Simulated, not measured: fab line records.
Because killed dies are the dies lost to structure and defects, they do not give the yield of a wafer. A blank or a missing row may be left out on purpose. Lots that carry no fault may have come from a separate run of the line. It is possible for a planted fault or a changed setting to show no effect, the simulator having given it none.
Chamber matching + flow gf180mcu + GF_STI_CMP_25 on cmp-02: 4 sister chambers
The step polishes, stops on Si3N4, t overpolish 33 s, target thk 524.6 nm. 14 wafers are shown with their chamber, then 7 later ones without.

== EACH WAFER AND ITS CHAMBER ==
| wafer  | chamber | motor-current-A (A) |
|--------|---------|---------------------|
| L112.3 | 2       | 10.8                |
| L112.4 | 0       | 11.3                |
| L112.5 | 1       | 11.6                |
| L114.1 | 0       | 11.3                |
| L114.4 | 3       | 10.8                |
| L114.5 | 2       | 11.0                |
| L115.1 | 2       | 11.6                |
| L115.3 | 3       | 11.0                |
| L115.4 | 0       | 10.8                |
| L116.1 | 2       | 10.7                |
| L116.4 | 0       | 11.3                |
| L116.5 | 1       | 11.4                |
| L125.1 | 1       | 11.4                |
| L125.3 | 0       | 11.1                |

SIGNATURES (means of the wafers above)
| reading         | chamber 0 | chamber 1 | chamber 2 | chamber 3 | scatter within a chamber |
|-----------------|-----------|-----------|-----------|-----------|--------------------------|
| motor-current-A | 11.160    | 11.467    | 11.025    | 10.900    | 0.269                    |
Rule: for a wafer and a chamber, the distance is found by dividing, reading by reading, the gap between the wafer's reading and the chamber's mean by the reading's scatter, squaring, summing and taking the root. If the next closest chamber is less than 2 further off than the closest, the wafer can't be placed; otherwise it belongs to the closest. The scatter is the square root of a quotient: the sum, over the shown wafers, of each reading's squared deviation from its chamber's mean, divided by wafers minus chambers.

== WAFERS WITH NO CHAMBER GIVEN ==
| wafer  | motor-current-A (A) |
|--------|---------------------|
| L125.6 | 11.8                |
| L126.4 | 11.2                |
| L126.5 | 10.4                |
| L126.6 | 10.7                |
| L130.2 | 11.7                |
| L130.3 | 10.8                |
| L130.6 | 11.8                |

== CHAMBER TAKEN BY EACH ==
| wafer  | from the rows above               | in truth |
|--------|-----------------------------------|----------|
| L125.6 | can't be placed: 1 or 0 or 2      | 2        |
| L126.4 | can't be placed: 0 or 2 or 1 or 3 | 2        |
| L126.5 | can't be placed: 3 or 2 or 0      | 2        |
| L126.6 | can't be placed: 3 or 2 or 0      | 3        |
| L130.2 | can't be placed: 1 or 0 or 2      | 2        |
| L130.3 | can't be placed: 3 or 2 or 0      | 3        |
| L130.6 | can't be placed: 1 or 0 or 2      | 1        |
0 of 7 placed correctly. Can't be placed from these rows: 7 (the true chamber is among the candidates in 7). Placed wrongly: 0.
